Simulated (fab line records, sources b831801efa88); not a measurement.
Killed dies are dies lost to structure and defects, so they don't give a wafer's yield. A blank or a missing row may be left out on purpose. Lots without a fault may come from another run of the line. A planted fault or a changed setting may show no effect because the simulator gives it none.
Chamber matching | flow sky130 | SKY_LI_CONTACT_CMP_24 on cmp-02: 4 sister chambers
The step polishes, stops on PSG, t overpolish 20 s, target thk 0 nm. 8 wafers are shown with their chamber, then 7 later ones without.

WAFERS WITH THEIR CHAMBER
wafer  | chamber | motor_current_A (A) | time_to_endpoint_s (s)
L171.1 | 2       | 9.8                 | 92
L172.1 | 1       | 10.7                | 95
L172.6 | 0       | 10.3                | 96
L173.1 | 3       | 12.7                | 102
L173.2 | 1       | 10.5                | 89
L173.6 | 2       | 9.8                 | 91
L177.1 | 0       | 10.3                | 98
L177.4 | 3       | 12.6                | 103

WAFERS WITHOUT THEIR CHAMBER
wafer  | motor_current_A (A) | time_to_endpoint_s (s)
L177.5 | 10.8                | 94
L186.2 | 11.0                | 92
L186.5 | 9.7                 | 95
L186.6 | 12.2                | 105
L189.3 | 11.8                | 91
L189.4 | 12.5                | 105
L189.5 | 10.5                | 98

WHICH CHAMBER EACH WENT THROUGH
wafer  | from the rows above     | in truth
L177.5 | 1                       | 1
L186.2 | 1                       | 1
L186.5 | 2                       | 2
L186.6 | 3                       | 3
L189.3 | 3                       | 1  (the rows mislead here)
L189.4 | 3                       | 3
L189.5 | can't be placed: 0 or 1 | 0
Placed correctly: 5 of 7. Can't be placed from these rows: 1 (the true chamber is among the candidates in 1). Placed wrongly: 1.
How it was worked out, from the rows above alone: a wafer's distance from a chamber is the root of the sum, over the readings, of the square of ((its reading less the chamber's mean) divided by the reading's scatter). The wafer belongs to the nearest chamber; if the next one is less than 2 further off, it can't be placed. A chamber's mean is the mean of its shown wafers. The scatter: the root of (the sum of the squares of (reading less its chamber's mean) over the shown wafers, divided by (wafers less chambers)).
